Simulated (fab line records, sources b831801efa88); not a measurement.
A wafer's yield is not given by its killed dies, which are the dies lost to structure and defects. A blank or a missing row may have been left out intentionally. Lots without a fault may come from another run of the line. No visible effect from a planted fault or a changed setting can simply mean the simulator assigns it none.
The tool behind it: which one? + flow sky130 + 33 wafers sampled from 11 lots at 1 step of a route of 708

## WHAT THE GAUGES SHOWED, per wafer
SKY_CAPM_RS_MEAS_03: measures by four-point-probe.
| lot  | measured     | on            | CAPM_TIN_RS (ohm/sq) |
|------|--------------|---------------|----------------------|
| L136 | day 37 01:07 | film metro-04 | 6.89 6.91 6.99       |
| L137 | day 37 06:49 | film metro-02 | 6.86 6.89 6.82       |
| L138 | day 37 08:21 | film metro-03 | 6.97 6.85 6.98       |
| L140 | day 38 01:10 | film metro-03 | 6.81 6.91 6.96       |
| L143 | day 39 03:10 | film metro-02 | 6.90 6.82 6.94       |
| L146 | day 39 15:43 | film metro-03 | 6.96 6.88 6.85       |
| L150 | day 41 03:01 | film metro-02 | 6.83 6.87 6.91       |
| L152 | day 41 11:37 | film metro-02 | 6.99 6.87 6.85       |
| L156 | day 42 13:10 | film metro-03 | 6.96 6.88 6.95       |
| L157 | day 42 20:38 | film metro-04 | 6.95 6.90 6.84       |
| L158 | day 43 01:19 | film metro-04 | 6.82 6.86 6.85       |

## WHAT TOOL EACH LOT RAN ON (gives the tool, then ch and the chambers of the sampled wafers, and finally the start)
Before these readings, the record contains no process step.

## AS READ BY THE TOOLS THEMSELVES (means over the sampled wafers that have a number; for cases with no such wafer, the mark the record gives instead)
The record holds no such reading with a usual standard deviation.

## THE ANSWER, worked out from the rows above alone
Rule: the lots themselves supply what counts as usual. Put in order of their means at a reading, lots are off if they are a third of the lots or fewer, leave a main group of 4 or more, and stand apart from it by a gap of 3 or more times the standard deviation of the main group's means; of several such gaps the widest counts. A main group is skipped when, at the precision printed for the reading in the tables above, its means are all equal. Also off: a lot with no number at a reading for which 4 or more lots have one. The other lots that the step has rows for count as sound. First the gauges in route order, then the tools' own readings, where a lot's mean is used as printed above. The first step at which some lot is off is used, and at that step the reading that is off furthest; a lot without a number counts as furthest.
Nothing can be told from this: no lot is off at any reading shown.

## WHAT WAS PUT IN BY THE SIMULATOR
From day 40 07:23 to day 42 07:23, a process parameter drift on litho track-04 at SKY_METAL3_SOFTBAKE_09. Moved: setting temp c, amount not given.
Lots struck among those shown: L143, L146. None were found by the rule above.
